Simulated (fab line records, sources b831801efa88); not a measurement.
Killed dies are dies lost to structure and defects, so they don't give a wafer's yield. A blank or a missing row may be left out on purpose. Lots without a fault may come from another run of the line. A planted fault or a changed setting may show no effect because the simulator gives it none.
Tool commonality check | flow gf180mcu | 12 lots, 36 wafers sampled

WHY IT WAS OPENED
At GF_NWELL_OVL_MEAS_07 the reading NWELL_OVL is flagged on 4 of 12 lots. Wafers without a fault read 0.3 nm, standard deviation 1.5.
Rule: a lot is flagged when every wafer of it that has a number lies more than 4 standard deviations from that mean, or none has a number. The other lots count as sound.

lot  | measured    | on         | NWELL_OVL (nm), wafer by wafer | flag
L416 | day 3 07:33 | overlay-01 | -2.5 -3.5 -1.6                 |
L417 | day 3 12:42 | overlay-01 | 0.3 2.2 0.6                    |
L419 | day 3 22:53 | overlay-02 | -1.3 -1.0 0.6                  |
L420 | day 4 05:29 | overlay-02 | 1.7 2.3 3.0                    |
L421 | day 4 10:20 | overlay-02 | 51.4 52.2 53.6                 | FLAGGED
L422 | day 4 16:48 | overlay-02 | 51.6 50.9 50.5                 | FLAGGED
L424 | day 5 02:48 | overlay-01 | 0.0 -0.2 0.1                   |
L425 | day 5 08:38 | overlay-02 | 51.9 52.3 55.4                 | FLAGGED
L428 | day 5 23:32 | overlay-02 | 52.7 52.5 54.2                 | FLAGGED
L433 | day 7 03:35 | overlay-01 | 0.0 -0.2 1.8                   |
L435 | day 7 14:56 | overlay-02 | -0.2 -0.3 1.1                  |
L436 | day 7 20:08 | overlay-01 | 2.2 1.6 3.7                    |
The numbers of the flagged lots are 52.4 nm on average: +52.1 nm against the usual, or +35 standard deviations.

WHICH TOOL RAN EACH LOT
The record holds 2 process steps before the reading, out of a route of 602 steps. In each cell: the tool, then ch and the chambers that the sampled wafers went through, then the start.
lot  | flag    | GF_STI_ETCH_13                    | GF_NWELL_EXPOSE_04
L416 |         | rie_diel-03 ch 1,2,3, day 2 00:58 | iline_stepper-01 ch 0, day 3 01:30
L417 |         | rie_diel-01 ch 0,3, day 2 06:30   | iline_stepper-01 ch 0, day 3 06:08
L419 |         | rie_diel-03 ch 0,3, day 2 17:40   | iline_stepper-01 ch 0, day 3 16:59
L420 |         | rie_diel-03 ch 0,2,3, day 2 22:22 | iline_stepper-02 ch 0, day 3 22:39
L421 | FLAGGED | rie_diel-02 ch 0,2, day 3 02:52   | iline_stepper-01 ch 0, day 4 03:25
L422 | FLAGGED | rie_diel-02 ch 0,1, day 3 09:05   | iline_stepper-01 ch 0, day 4 09:59
L424 |         | rie_diel-02 ch 0,1,2, day 3 18:53 | iline_stepper-02 ch 0, day 4 20:08
L425 | FLAGGED | rie_diel-03 ch 2,3, day 3 23:19   | iline_stepper-01 ch 0, day 5 01:07
L428 | FLAGGED | rie_diel-03 ch 0,1,2, day 4 14:59 | iline_stepper-01 ch 0, day 5 16:44
L433 |         | rie_diel-03 ch 1,2,3, day 5 17:13 | iline_stepper-02 ch 0, day 6 20:22
L435 |         | rie_diel-02 ch 0,1,3, day 6 03:51 | iline_stepper-02 ch 0, day 7 07:08
L436 |         | rie_diel-03 ch 0,2, day 6 08:30   | iline_stepper-02 ch 0, day 7 12:18
What these steps do:
- GF_STI_ETCH_13: etches the open film in CHF3/O2, stops on Si, target depth 282.31 nm, time 112.9 s.
- GF_NWELL_EXPOSE_04: exposes mask Nwell, target cd 860 nm.
- GF_NWELL_OVL_MEAS_07

FLAGGED OVER TOTAL, TOOL BY TOOL (the gauges that took the reading come last)
step                 | tool             | lots run | flagged | share of the flagged lots | sound lots run after its first flagged lot
GF_STI_ETCH_13       | rie_diel-01      | 1        | 0       | none                      | -
GF_STI_ETCH_13       | rie_diel-02      | 4        | 2       | some                      | 2 (L424,L435)
GF_STI_ETCH_13       | rie_diel-03      | 7        | 2       | some                      | 2 (L433,L436)
GF_NWELL_EXPOSE_04   | iline_stepper-01 | 7        | 4       | all                       | 0
GF_NWELL_EXPOSE_04   | iline_stepper-02 | 5        | 0       | none                      | -
GF_NWELL_OVL_MEAS_07 | overlay-01       | 5        | 0       | none                      | -
GF_NWELL_OVL_MEAS_07 | overlay-02       | 7        | 4       | all                       | 1 (L435)

WHAT THE TABLE ALLOWS
2 rows of the table ran every flagged lot: iline_stepper-01 at GF_NWELL_EXPOSE_04, overlay-02 at GF_NWELL_OVL_MEAS_07.
- iline_stepper-01 at GF_NWELL_EXPOSE_04: 4 of its 7 lots flagged. Its last sound lot is L419 (day 3 16:59), its first flagged lot L421 (day 4 03:25): a fault that began between those two fits.
- overlay-02 at GF_NWELL_OVL_MEAS_07: 4 of its 7 lots flagged. Sound lots ran on it after the first flagged one (L435), which a lasting fault on the whole tool wouldn't allow.
One tool is left: iline_stepper-01 at GF_NWELL_EXPOSE_04.

WHAT THE SIMULATOR HAD PUT IN
Scanner matching overlay: iline_stepper-01, from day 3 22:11 on, at GF_NWELL_EXPOSE_04. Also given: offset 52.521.
Lots struck among those shown: L421, L422, L425, L428. The rule above found the same.
